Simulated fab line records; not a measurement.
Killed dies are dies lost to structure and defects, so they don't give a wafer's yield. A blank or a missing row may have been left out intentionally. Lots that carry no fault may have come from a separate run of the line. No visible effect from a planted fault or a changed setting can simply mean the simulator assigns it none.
fab line records ; flow sky130
record: lots: 13; wafers: 39; lastDay: 50
route steps=708 shown FIELD_ISO@31 VIA4@652 METAL5@662 PAD_OPEN@708
lots with no fault: from the same line, run without faults
startH: hours from the record's first day to the start of the lot's first wafer shown ; waitH: hours from the lot's prior step to this one ; " repeats the value in the row above ; L1.1+2: a single row standing in for several wafers ; - value missing, or start not given ; * or withheld: withheld ; < > ~ a bound
route shown NAME@n: NAME is a module with steps in the file, n the number in the route of the first one ; usual: mean and standard deviation over wafers with no fault ; same: alike in all rows ; chamber/n: place in a boat ; sites: each site's reading ; _std_site: how widely they spread, as a standard deviation ; _edge_site: the outer-site mean with the inner-site mean subtracted ; radiusMm: how far each site lies from the wafer's centre ; mask NAME#n: copy n ; behind: the most recent tool/chamber to have shaped the wafer ; hold: why the lot went on hold/how many hours it stayed there/how the hold came to an end ; device: transistor that didn't switch, given as n, p or np ; end of line: the same wafers' tests at the end of the route ; a step without rows: its recipe alone ; killed: not the wafer's yield, but the dies lost to structure and defects at the first sort ; map: per-die view of a wafer (x killed, . not killed, _ where there is no die)
set.NAME: the setting the step ran with; set.NAME@STEP: the setting that earlier step ran with ; model.NAME: the simulator's own value behind a step, which no gauge read
route steps across a sampled set of lots; one table per step, one row per wafer
services: from which hour (startH, from the record's first day; less than 0 if before it) a tool's chamber was out of use, for how many hours, and why
== steps ==
step: SKY_FIELD_ISO_WET_ETCH_30
recipe: chemistry: dHF; targetDepthNm: 25; target: SiO2; dilution: 10:1; tempC: 25; timeS: 50
lot.wafer;tool;chamber;startH;waitH
L971.2+3+6;wetBench-03;0;36.22;0.0
L972.1+4+6;wetBench-04;0;42.32;0.0
L973.4+5+6;wetBench-03;3;46.41;0.0
L974.1+5+6;wetBench-01;0;49.35;0.0
L975.1+4+6;wetBench-04;3;58.04;0.0
L977.2+3+6;wetBench-03;1;66.58;0.0
L982.3+4+6;wetBench-03;2;89.36;0.0
L983.1+4+6;wetBench-03;2;100.89;0.0
L987.2+3+5;wetBench-03;1;119.95;0.0
L988.2+3+6;wetBench-01;0;124.42;0.0
L991.3+4+5;wetBench-01;1;141.66;0.0
L992.3+4+6;wetBench-04;2;147.09;0.0
L994.2+3+5;wetBench-01;1;155.48;0.0
step: SKY_VIA4_STRIP_13
recipe: chemistry: O2/N2; powerW: 1400; pressureMtorr: 1500; platenTempC: withheld; o2FlowSccm: 3000; n2FlowSccm: 300; overashFraction: 0.5
usual: drypumpMotorCurrentA: 6.0/0.44; oesProductAu: 0.711/0.0041; stripTimeToEndpointS: 12.803/0.024
same: overashFraction: 0.5
lot.wafer;tool;chamber;startH;waitH;drypumpMotorCurrentA;oesProductAu;rfHoursCounterH;stripTimeToEndpointS
L971.2;plasmaAsher-04;1;1008.97;-;6.1;0.710;22;12.795
L971.3;plasmaAsher-04;1;1008.97;-;6.1;0.714;-;12.816
L971.6;plasmaAsher-04;1;1008.97;-;6.1;0.716;-;12.847
L972.1;plasmaAsher-04;0;1012.47;-;5.7;0.707;22;12.780
L972.4;plasmaAsher-04;0;1012.47;-;5.7;0.702;-;12.790
L972.6;plasmaAsher-04;0;1012.47;-;5.7;0.713;-;12.819
L973.4;plasmaAsher-01;0;1018.98;-;6.7;0.715;-;12.773
L973.5;plasmaAsher-01;1;1018.98;-;5.8;0.713;-;12.785
L973.6;plasmaAsher-01;0;1018.98;-;6.7;0.713;-;12.785
L974.1;plasmaAsher-04;1;1024.92;-;6.1;0.708;24;12.846
L974.5;plasmaAsher-04;0;1024.92;-;5.7;0.709;-;12.795
L974.6;plasmaAsher-04;1;1024.92;-;6.1;0.707;-;12.821
L975.1;plasmaAsher-04;0;1036.07;-;5.8;0.713;25;12.786
L975.4;plasmaAsher-04;1;1036.07;-;6.1;0.715;-;12.829
L975.6;plasmaAsher-04;1;1036.07;-;6.1;0.708;-;12.820
L977.2;plasmaAsher-04;0;1046.82;-;5.7;0.708;26;12.789
L977.3;plasmaAsher-04;1;1046.82;-;6.1;0.718;-;12.766
L977.6;plasmaAsher-04;0;1046.82;-;5.7;0.713;-;12.802
L982.3;plasmaAsher-04;1;1078.10;-;6.1;0.713;-;12.796
L982.4;plasmaAsher-04;0;1078.10;-;5.7;0.713;-;12.828
L982.6;plasmaAsher-04;0;1078.10;-;5.7;0.714;-;12.778
L983.1;plasmaAsher-04;0;1091.04;-;5.7;0.716;31;12.849
L983.4;plasmaAsher-04;0;1091.04;-;5.7;0.704;-;12.785
L983.6;plasmaAsher-04;1;1091.04;-;6.0;0.705;-;12.823
L987.2;plasmaAsher-04;0;1112.27;-;5.7;0.704;33;12.792
L987.3;plasmaAsher-04;0;1112.27;-;5.7;0.705;-;12.807
L987.5;plasmaAsher-04;1;1112.27;-;6.1;0.712;-;12.795
L988.2;plasmaAsher-04;1;1113.82;-;6.1;0.710;33;12.823
L988.3;plasmaAsher-04;0;1113.82;-;5.7;0.713;-;12.725
L988.6;plasmaAsher-04;1;1113.82;-;6.1;0.716;-;12.800
L991.3;plasmaAsher-02;1;1138.35;-;5.1;0.717;-;12.800
L991.4;plasmaAsher-02;0;1138.35;-;5.2;0.707;-;12.836
L991.5;plasmaAsher-02;0;1138.35;-;5.3;0.711;-;12.802
L992.3;plasmaAsher-01;0;1141.38;-;6.8;0.714;-;12.808
L992.4;plasmaAsher-01;1;1141.38;-;5.8;0.712;-;12.775
L992.6;plasmaAsher-01;1;1141.38;-;5.8;0.710;-;12.843
L994.2;plasmaAsher-04;0;1141.99;-;5.7;0.719;36;12.818
L994.3;plasmaAsher-04;0;1141.99;-;5.7;0.708;-;12.788
L994.5;plasmaAsher-04;1;1141.99;-;6.1;0.707;-;12.790
step: SKY_VIA4_RS_MEAS_19
recipe: thkMeasGauge: four-point-probe; reads: W_of_VIA4_CVD_18+TiN_of_VIA4_SPUTTER_17
usual: VIA4_W_RS: 0.2265/0.0026
lot.wafer;tool;chamber;startH;waitH;VIA4_W_RS[ohm/sq]
L971.2;filmMetro-01;-;1009.79;0.1;0.2268
L971.3;filmMetro-01;-;1009.79;0.1;0.2253
L971.6;filmMetro-01;-;1009.79;0.1;0.2275
L972.1;filmMetro-01;-;1013.27;0.1;0.2262
L972.4;filmMetro-01;-;1013.27;0.1;0.2301
L972.6;filmMetro-01;-;1013.27;0.1;0.2265
L973.4;filmMetro-03;-;1019.85;0.1;0.2248
L973.5;filmMetro-03;-;1019.85;0.1;0.2298
L973.6;filmMetro-03;-;1019.85;0.1;0.2240
L974.1;filmMetro-01;-;1025.72;0.1;0.2220
L974.5;filmMetro-01;-;1025.72;0.1;0.2212
L974.6;filmMetro-01;-;1025.72;0.1;0.2233
L975.1;filmMetro-03;-;1037.02;0.3;0.2199
L975.4;filmMetro-03;-;1037.02;0.3;0.2225
L975.6;filmMetro-03;-;1037.02;0.3;0.2215
L977.2;filmMetro-01;-;1047.64;0.1;0.2282
L977.3;filmMetro-01;-;1047.64;0.1;0.2252
L977.6;filmMetro-01;-;1047.64;0.1;0.2279
L982.3;filmMetro-03;-;1078.95;0.1;0.2272
L982.4;filmMetro-03;-;1078.95;0.1;0.2205
L982.6;filmMetro-03;-;1078.95;0.1;0.2266
L983.1;filmMetro-01;-;1091.85;0.1;0.2257
L983.4;filmMetro-01;-;1091.85;0.1;0.2299
L983.6;filmMetro-01;-;1091.85;0.1;0.2247
L987.2;filmMetro-03;-;1113.10;0.1;0.2262
L987.3;filmMetro-03;-;1113.10;0.1;0.2294
L987.5;filmMetro-03;-;1113.10;0.1;0.2261
L988.2;filmMetro-01;-;1114.64;0.1;0.2262
L988.3;filmMetro-01;-;1114.64;0.1;0.2262
L988.6;filmMetro-01;-;1114.64;0.1;0.2262
L991.3;filmMetro-02;-;1139.21;0.1;0.2258
L991.4;filmMetro-02;-;1139.21;0.1;0.2300
L991.5;filmMetro-02;-;1139.21;0.1;0.2277
L992.3;filmMetro-02;-;1142.23;0.1;0.2236
L992.4;filmMetro-02;-;1142.23;0.1;0.2313
L992.6;filmMetro-02;-;1142.23;0.1;0.2276
L994.2;filmMetro-03;-;1142.82;0.1;0.2270
L994.3;filmMetro-03;-;1142.82;0.1;0.2266
L994.5;filmMetro-03;-;1142.82;0.1;0.2249
step: SKY_METAL5_SPUTTER_01
recipe: material: TiN; targetThkNm: 20; powerW: 6500; timeS: 16.7; chamberPressurePa: 0.4
usual: throttleValvePct: 30.0/1.2
lot.wafer;tool;chamber;startH;waitH;throttleValvePct
L971.2;pvdSputter-03;-;1010.27;0.0;30.5
L971.3;pvdSputter-03;-;1010.27;0.0;28.4
L971.6;pvdSputter-03;-;1010.27;0.0;29.0
L972.1;pvdSputter-01;-;1013.77;0.0;28.8
L972.4;pvdSputter-01;-;1013.77;0.0;30.6
L972.6;pvdSputter-01;-;1013.77;0.0;29.5
L973.4;pvdSputter-04;-;1020.29;0.0;28.4
L973.5;pvdSputter-04;-;1020.29;0.0;28.7
L973.6;pvdSputter-04;-;1020.29;0.0;32.4
L974.1;pvdSputter-01;-;1026.30;0.0;29.9
L974.5;pvdSputter-01;-;1026.30;0.0;28.7
L974.6;pvdSputter-01;-;1026.30;0.0;29.4
L975.1;pvdSputter-04;-;1037.52;0.0;30.0
L975.4;pvdSputter-04;-;1037.52;0.0;31.9
L975.6;pvdSputter-04;-;1037.52;0.0;31.8
L977.2;pvdSputter-03;-;1048.12;0.0;30.0
L977.3;pvdSputter-03;-;1048.12;0.0;29.1
L977.6;pvdSputter-03;-;1048.12;0.0;30.3
L982.3;pvdSputter-03;-;1079.41;0.0;29.1
L982.4;pvdSputter-03;-;1079.41;0.0;28.7
L982.6;pvdSputter-03;-;1079.41;0.0;30.1
L983.1;pvdSputter-04;-;1092.36;0.0;31.9
L983.4;pvdSputter-04;-;1092.36;0.0;32.0
L983.6;pvdSputter-04;-;1092.36;0.0;30.0
L987.2;pvdSputter-04;-;1113.58;0.0;31.9
L987.3;pvdSputter-04;-;1113.58;0.0;28.6
L987.5;pvdSputter-04;-;1113.58;0.0;28.5
L988.2;pvdSputter-04;-;1115.13;0.0;30.0
L988.3;pvdSputter-04;-;1115.13;0.0;32.0
L988.6;pvdSputter-04;-;1115.13;0.0;28.6
L991.3;pvdSputter-04;-;1139.67;0.0;30.0
L991.4;pvdSputter-04;-;1139.67;0.0;32.2
L991.5;pvdSputter-04;-;1139.67;0.0;28.8
L992.3;pvdSputter-04;-;1142.69;0.0;28.4
L992.4;pvdSputter-04;-;1142.69;0.0;29.9
L992.6;pvdSputter-04;-;1142.69;0.0;32.1
L994.2;pvdSputter-03;-;1143.30;0.0;28.7
L994.3;pvdSputter-03;-;1143.30;0.0;29.0
L994.5;pvdSputter-03;-;1143.30;0.0;28.6
step: SKY_PAD_OPEN_PROBE_99
usual: killed_at_M0_to_M3: 44/7.2; killed_at_M4_up: 2.9/1.8; killedAtContacts: 24/5.6; killedAtFrontEnd: 15/4.2; killedAtOther: 0.4/0.71; killedDies: 86/9.2; killedOpen: 47/7.2; killedShort: 39/5.7
same: grossDies: 492; killedAtBackSide: 0
lot.wafer;tool;chamber;startH;waitH;killed_at_M0_to_M3;killed_at_M4_up;killedAtContacts;killedAtFrontEnd;killedAtOther;killedDies;killedOpen;killedShort
L971.2;prober-02;-;1079.91;0.1;62;5;28;13;1;109;59;49
L971.3;prober-02;-;1079.96;0.2;48;0;25;19;2;94;52;40
L971.6;prober-02;-;1080.11;0.2;40;2;29;25;0;96;49;47
L972.1;prober-01;-;1083.57;0.1;50;1;27;23;0;101;59;42
L972.4;prober-01;-;1083.72;0.2;41;6;25;21;0;93;52;41
L972.6;prober-01;-;1083.82;0.2;47;1;31;18;0;97;63;34
L973.4;prober-02;-;1088.73;0.2;57;0;17;18;2;94;49;45
L973.5;prober-02;-;1088.78;0.2;46;1;16;23;0;86;45;41
L973.6;prober-02;-;1088.83;0.2;36;9;23;17;0;85;48;35
L974.1;prober-01;-;1095.48;0.1;45;5;18;19;0;87;51;35
L974.5;prober-01;-;1095.68;0.2;34;1;31;11;1;78;44;34
L974.6;prober-01;-;1095.73;0.2;41;0;19;16;0;76;41;35
L975.1;prober-02;-;1105.06;0.1;46;2;24;13;0;85;36;49
L975.4;prober-02;-;1105.21;0.2;52;3;26;16;0;97;46;51
L975.6;prober-02;-;1105.31;0.2;41;1;34;19;0;95;52;43
L977.2;prober-01;-;1113.66;0.1;38;3;24;20;0;85;56;29
L977.3;prober-01;-;1113.71;0.2;41;3;15;17;0;76;34;42
L977.6;prober-01;-;1113.86;0.2;38;4;29;14;1;86;48;38
L982.3;prober-02;-;1143.17;0.2;42;1;17;13;0;73;39;34
L982.4;prober-02;-;1143.22;0.2;38;6;20;17;0;81;46;35
L982.6;prober-02;-;1143.32;0.2;33;2;26;19;0;80;50;29
L983.1;prober-02;-;1155.22;0.1;38;2;18;60;0;118;37;42
L983.4;prober-02;-;1155.37;0.2;29;4;28;61;0;122;42;40
L983.6;prober-02;-;1155.47;0.2;38;5;25;58;1;127;42;42
L987.2;prober-02;-;1172.88;0.1;52;2;22;7;3;86;46;38
L987.3;prober-02;-;1172.93;0.2;44;1;23;11;1;80;42;37
L987.5;prober-02;-;1173.03;0.2;54;4;24;20;0;102;55;46
L988.2;prober-01;-;1174.33;0.1;36;3;17;13;0;69;35;34
L988.3;prober-01;-;1174.38;0.2;48;1;30;11;0;90;46;44
L988.6;prober-01;-;1174.53;0.2;43;3;27;9;0;82;46;36
L991.3;prober-02;-;1195.73;0.2;41;4;18;14;1;78;46;32
L991.4;prober-02;-;1195.78;0.2;46;2;26;20;0;94;53;41
L991.5;prober-02;-;1195.83;0.2;50;1;23;7;0;81;47;34
L992.3;prober-01;-;1197.23;0.2;47;3;21;17;0;88;57;31
L992.4;prober-01;-;1197.28;0.2;38;1;17;20;1;77;47;29
L992.6;prober-01;-;1197.38;0.2;47;3;23;10;0;83;39;44
L994.2;prober-02;-;1198.23;0.1;42;6;20;10;0;78;45;33
L994.3;prober-02;-;1198.28;0.2;42;3;27;14;0;86;45;41
L994.5;prober-02;-;1198.38;0.2;41;3;23;17;0;84;44;40
killed by level:class
L971.2 VIA1:geometricParticle:open=17 METAL2:geometricParticle:short=13 CONTACT:geometricParticle:open=11 LI_CONTACT:geometricParticle:open=7 VIA1:geometricParticle:short=7 VIA3:geometricParticle:open=7 POLY_GATE:geometricParticle:open=6 VIA2:geometricParticle:short=5
L971.3 VIA1:geometricParticle:open=14 CONTACT:geometricParticle:open=11 VIA1:geometricParticle:short=9 LI_CONTACT:geometricParticle:open=7 FIELD_ISO:geometricParticle:open=6 METAL1:geometricParticle:short=6 VIA2:geometricParticle:open=5 FIELD_ISO:geometricParticle:short=4
L971.6 VIA2:geometricParticle:open=9 FIELD_ISO:geometricParticle:short=8 CONTACT:geometricParticle:short=8 LI_CONTACT:geometricParticle:open=8 CONTACT:geometricParticle:open=8 FIELD_ISO:geometricParticle:open=7 VIA1:geometricParticle:short=7 METAL1:geometricParticle:short=5
L972.1 VIA3:geometricParticle:open=11 VIA1:geometricParticle:open=9 LI_CONTACT:geometricParticle:open=9 FIELD_ISO:geometricParticle:short=8 POLY_GATE:geometricParticle:open=7 CONTACT:geometricParticle:open=7 METAL2:geometricParticle:short=7 VIA2:geometricParticle:open=7
L972.4 VIA1:geometricParticle:open=12 CONTACT:geometricParticle:open=11 VIA3:geometricParticle:open=7 POLY_GATE:geometricParticle:short=6 POLY_GATE:geometricParticle:open=6 LI_CONTACT:geometricParticle:open=6 LOCAL_INTERCONNECT:geometricParticle:short=5 METAL4:geometricParticle:short=5
L972.6 VIA1:geometricParticle:open=14 CONTACT:geometricParticle:open=13 LI_CONTACT:geometricParticle:open=9 VIA3:geometricParticle:open=8 METAL2:geometricParticle:short=7 VIA2:geometricParticle:open=5 FIELD_ISO:geometricParticle:open=4 POLY_GATE:geometricParticle:open=4
L973.4 VIA1:geometricParticle:open=20 METAL1:geometricParticle:short=10 METAL2:geometricParticle:short=9 FIELD_ISO:geometricParticle:short=7 FIELD_ISO:geometricParticle:open=5 CONTACT:geometricParticle:open=5 VIA3:geometricParticle:open=5 LOCAL_INTERCONNECT:geometricParticle:short=4
L973.5 VIA1:geometricParticle:open=13 POLY_GATE:geometricParticle:short=8 VIA1:geometricParticle:short=7 LI_CONTACT:geometricParticle:open=6 FIELD_ISO:geometricParticle:open=5 VIA2:geometricParticle:open=5 FIELD_ISO:geometricParticle:short=4 METAL1:geometricParticle:short=4
L973.6 LI_CONTACT:geometricParticle:open=9 METAL2:geometricParticle:short=7 CONTACT:geometricParticle:open=7 VIA1:geometricParticle:open=7 METAL4:geometricParticle:short=6 VIA2:geometricParticle:open=5 FIELD_ISO:geometricParticle:open=4 FIELD_ISO:geometricParticle:short=4
L974.1 VIA2:geometricParticle:open=9 VIA1:geometricParticle:open=8 VIA3:geometricParticle:open=7 CONTACT:geometricParticle:open=6 POLY_GATE:geometricParticle:open=5 LI_CONTACT:geometricParticle:open=5 FIELD_ISO:geometricParticle:short=4 METAL3:geometricParticle:short=4
L974.5 CONTACT:geometricParticle:open=14 LOCAL_INTERCONNECT:geometricParticle:short=7 VIA2:geometricParticle:open=7 VIA1:geometricParticle:open=6 METAL2:geometricParticle:short=5 FIELD_ISO:geometricParticle:open=4 LI_CONTACT:geometricParticle:open=4 METAL3:geometricParticle:short=4
L974.6 VIA3:geometricParticle:open=12 LI_CONTACT:geometricParticle:open=8 VIA1:geometricParticle:short=8 POLY_GATE:geometricParticle:short=7 VIA1:geometricParticle:open=7 METAL1:geometricParticle:short=4 POLY_GATE:geometricParticle:open=3 LI_CONTACT:geometricParticle:short=3
L975.1 LI_CONTACT:geometricParticle:open=9 VIA1:geometricParticle:short=8 METAL2:geometricParticle:short=7 CONTACT:geometricParticle:short=6 VIA1:geometricParticle:open=6 METAL3:geometricParticle:short=6 POLY_GATE:geometricParticle:open=5 POLY_GATE:geometricParticle:short=5
L975.4 VIA1:geometricParticle:open=14 CONTACT:geometricParticle:open=12 VIA1:geometricParticle:short=9 METAL2:geometricParticle:short=6 CONTACT:geometricParticle:short=5 METAL1:geometricParticle:short=5 VIA3:geometricParticle:open=5 POLY_GATE:geometricParticle:open=4
L975.6 VIA1:geometricParticle:open=16 CONTACT:geometricParticle:short=13 CONTACT:geometricParticle:open=13 LI_CONTACT:geometricParticle:open=7 METAL1:geometricParticle:short=6 FIELD_ISO:geometricParticle:short=5 FIELD_ISO:geometricParticle:open=5 VIA2:geometricParticle:open=5
L977.2 VIA2:geometricParticle:open=9 CONTACT:geometricParticle:open=8 LOCAL_INTERCONNECT:geometricParticle:short=7 FIELD_ISO:geometricParticle:open=6 LI_CONTACT:geometricParticle:open=6 VIA1:geometricParticle:open=5 POLY_GATE:geometricParticle:open=4 METAL1:geometricParticle:short=4
L977.3 POLY_GATE:geometricParticle:short=8 VIA1:geometricParticle:open=8 LOCAL_INTERCONNECT:geometricParticle:short=6 METAL3:geometricParticle:short=6 LI_CONTACT:geometricParticle:open=5 VIA3:geometricParticle:open=5 METAL2:geometricParticle:short=5 VIA2:geometricParticle:open=5
L977.6 CONTACT:geometricParticle:open=12 VIA3:geometricParticle:short=7 VIA2:geometricParticle:open=7 VIA3:geometricParticle:open=7 LI_CONTACT:geometricParticle:open=6 CONTACT:geometricParticle:short=5 FIELD_ISO:geometricParticle:short=4 LOCAL_INTERCONNECT:geometricParticle:short=4
L982.3 VIA1:geometricParticle:open=9 METAL2:geometricParticle:short=7 FIELD_ISO:geometricParticle:open=6 METAL1:geometricParticle:short=6 VIA1:geometricParticle:short=5 VIA2:geometricParticle:open=5 LI_CONTACT:geometricParticle:open=4 LOCAL_INTERCONNECT:geometricParticle:short=4
L982.4 VIA1:geometricParticle:open=13 LOCAL_INTERCONNECT:geometricParticle:short=7 VIA2:geometricParticle:open=6 FIELD_ISO:geometricParticle:open=5 METAL4:geometricParticle:short=5 CONTACT:geometricParticle:open=4 CONTACT:geometricParticle:short=4 METAL2:geometricParticle:open=4
L982.6 VIA1:geometricParticle:open=12 LI_CONTACT:geometricParticle:open=10 CONTACT:geometricParticle:open=8 VIA3:geometricParticle:open=5 FIELD_ISO:geometricParticle:open=4 CONTACT:geometricParticle:short=4 VIA1:geometricParticle:short=4 VIA2:geometricParticle:open=4
L983.1 FIELD_ISO:unspecified=35 VIA1:geometricParticle:open=9 POLY_GATE:geometricParticle:short=7 VIA3:geometricParticle:open=6 CONTACT:geometricParticle:short=5 VIA3:geometricParticle:short=5 POLY_GATE:geometricParticle:open=4 LI_CONTACT:geometricParticle:open=4
L983.4 FIELD_ISO:unspecified=39 CONTACT:geometricParticle:open=8 VIA1:geometricParticle:open=8 FIELD_ISO:geometricParticle:open=6 LI_CONTACT:geometricParticle:open=6 VIA2:geometricParticle:open=6 FIELD_ISO:geometricParticle:short=5 POLY_GATE:geometricParticle:short=5
L983.6 FIELD_ISO:unspecified=42 CONTACT:geometricParticle:open=13 VIA1:geometricParticle:open=9 METAL1:geometricParticle:short=8 LOCAL_INTERCONNECT:geometricParticle:short=7 VIA2:geometricParticle:open=6 VIA3:geometricParticle:open=6 METAL4:geometricParticle:short=5
L987.2 VIA1:geometricParticle:open=13 LI_CONTACT:geometricParticle:open=9 CONTACT:geometricParticle:open=8 VIA2:geometricParticle:open=7 METAL3:geometricParticle:short=6 VIA2:geometricParticle:short=5 METAL1:geometricParticle:short=5 METAL2:geometricParticle:short=5
L987.3 VIA1:geometricParticle:open=12 CONTACT:geometricParticle:open=9 METAL1:geometricParticle:short=7 VIA1:geometricParticle:short=7 LI_CONTACT:geometricParticle:open=5 VIA3:geometricParticle:open=5 POLY_GATE:geometricParticle:short=4 VIA2:geometricParticle:short=4
L987.5 VIA1:geometricParticle:open=14 METAL2:geometricParticle:short=9 VIA2:geometricParticle:open=8 FIELD_ISO:geometricParticle:open=7 LI_CONTACT:geometricParticle:open=7 VIA3:geometricParticle:open=7 FIELD_ISO:geometricParticle:short=6 CONTACT:geometricParticle:open=6
L988.2 VIA1:geometricParticle:open=10 LI_CONTACT:geometricParticle:open=7 POLY_GATE:geometricParticle:short=6 VIA1:geometricParticle:short=5 VIA3:geometricParticle:open=5 POLY_GATE:geometricParticle:open=3 LOCAL_INTERCONNECT:geometricParticle:short=3 METAL1:geometricParticle:short=3
L988.3 VIA1:geometricParticle:open=14 CONTACT:geometricParticle:open=8 VIA1:geometricParticle:short=8 LOCAL_INTERCONNECT:geometricParticle:short=7 CONTACT:geometricParticle:short=7 VIA3:geometricParticle:open=7 VIA2:geometricParticle:open=5 LI_CONTACT:geometricParticle:open=4
L988.6 CONTACT:geometricParticle:open=14 VIA1:geometricParticle:open=9 VIA3:geometricParticle:short=8 VIA3:geometricParticle:open=8 CONTACT:geometricParticle:short=5 LI_CONTACT:geometricParticle:open=4 METAL3:geometricParticle:short=4 METAL2:geometricParticle:short=3
L991.3 VIA2:geometricParticle:open=8 VIA1:geometricParticle:short=8 LI_CONTACT:geometricParticle:open=7 POLY_GATE:geometricParticle:open=6 VIA1:geometricParticle:open=6 CONTACT:geometricParticle:open=5 VIA3:geometricParticle:open=4 LOCAL_INTERCONNECT:geometricParticle:short=3
L991.4 CONTACT:geometricParticle:open=11 VIA1:geometricParticle:open=8 VIA2:geometricParticle:open=7 METAL1:geometricParticle:short=6 VIA2:geometricParticle:short=6 POLY_GATE:geometricParticle:open=5 LOCAL_INTERCONNECT:geometricParticle:short=5 VIA3:geometricParticle:open=5
L991.5 VIA1:geometricParticle:open=14 LI_CONTACT:geometricParticle:open=8 VIA1:geometricParticle:short=7 VIA2:geometricParticle:open=7 CONTACT:geometricParticle:open=5 METAL2:geometricParticle:short=5 CONTACT:geometricParticle:short=4 LI_CONTACT:geometricParticle:short=3
L992.3 VIA2:geometricParticle:open=12 VIA1:geometricParticle:open=10 VIA3:geometricParticle:open=9 LI_CONTACT:geometricParticle:open=7 FIELD_ISO:geometricParticle:open=5 VIA2:geometricParticle:short=5 POLY_GATE:geometricParticle:short=4 LOCAL_INTERCONNECT:geometricParticle:short=4
L992.4 VIA1:geometricParticle:open=9 LI_CONTACT:geometricParticle:open=8 METAL2:geometricParticle:short=6 FIELD_ISO:geometricParticle:open=5 CONTACT:geometricParticle:open=5 VIA2:geometricParticle:open=5 VIA3:geometricParticle:open=5 METAL1:geometricParticle:short=4
L992.6 VIA2:geometricParticle:open=11 METAL1:geometricParticle:short=7 VIA1:geometricParticle:open=7 LI_CONTACT:geometricParticle:short=6 VIA3:geometricParticle:open=6 LI_CONTACT:geometricParticle:open=5 CONTACT:geometricParticle:short=5 CONTACT:geometricParticle:open=5
L994.2 VIA3:geometricParticle:open=10 CONTACT:geometricParticle:open=8 VIA1:geometricParticle:open=7 VIA2:geometricParticle:open=6 METAL1:geometricParticle:short=5 METAL4:geometricParticle:short=5 POLY_GATE:geometricParticle:short=4 LI_CONTACT:geometricParticle:open=4
L994.3 VIA3:geometricParticle:open=11 CONTACT:geometricParticle:open=10 CONTACT:geometricParticle:short=7 METAL1:geometricParticle:short=7 POLY_GATE:geometricParticle:open=5 LI_CONTACT:geometricParticle:open=5 METAL2:geometricParticle:short=5 VIA2:geometricParticle:short=4
L994.5 VIA3:geometricParticle:open=9 CONTACT:geometricParticle:open=9 FIELD_ISO:geometricParticle:short=6 VIA1:geometricParticle:open=6 LI_CONTACT:geometricParticle:short=5 POLY_GATE:geometricParticle:short=4 LI_CONTACT:geometricParticle:open=4 VIA2:geometricParticle:open=4
== services ==
tool;chamber;startH;hours;kind
pvdSputter-04;-;71.79;32.6;repair
plasmaAsher-04;-;73.45;14.0;repair
plasmaAsher-04;-;135.27;0.5;repair
plasmaAsher-04;-;144.89;28.1;pm
pvdSputter-04;-;209.00;4.2;repair
plasmaAsher-04;-;287.35;3.8;repair
plasmaAsher-04;-;383.45;2.8;pm
pvdSputter-04;-;481.22;44.5;repair
plasmaAsher-04;-;534.94;86.4;repair
plasmaAsher-04;-;539.14;4.9;repair
plasmaAsher-04;-;546.89;0.4;repair
pvdSputter-04;-;592.29;1.4;repair
pvdSputter-04;-;625.07;1.1;repair
pvdSputter-04;-;634.41;3.0;repair
plasmaAsher-04;-;642.61;2.4;repair
pvdSputter-04;-;694.15;1.7;repair
plasmaAsher-04;-;733.75;9.0;pm
plasmaAsher-04;-;765.51;37.2;repair
plasmaAsher-04;-;775.08;2.7;repair
plasmaAsher-04;-;802.75;14.6;pm
pvdSputter-04;-;803.40;4.0;repair
pvdSputter-04;-;845.46;28.6;repair
pvdSputter-04;-;851.05;4.3;repair
plasmaAsher-04;-;970.87;0.9;repair
== key ==
firstSign: step: SKY_PAD_OPEN_PROBE_99; reading: killedAtFrontEnd; direction: up; sigmas: 11; usual: 15; struck: 60
effect: step: SKY_PAD_OPEN_PROBE_99; reading: killedDies; direction: up; sigmas: 4; usual: 86; struck: 122
metAt SKY_FIELD_ISO_WET_ETCH_30
struckLots L983
struckWafers L983.1,L983.4,L983.6
testerLeftOut L983
notActingAt SKY_VIA4_STRIP_13,SKY_VIA4_RS_MEAS_19,SKY_METAL5_SPUTTER_01
onsetBetween 89.36 100.89
fault: kind: chamberParticleSource; tool: wetBench-03; chamber: 2; onsetH: 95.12; steps: SKY_FIELD_ISO_WET_ETCH_30; ratePerVisitCm2: 0.37691; endH: 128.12
testerLeftOut: of these lots the tester's yield and bins aren't shown, on N5 and GAA mostly nor the transistor test; their killed dies are dies lost to structure and defects alone, not to doping, threshold or leakage, so they don't give the yield
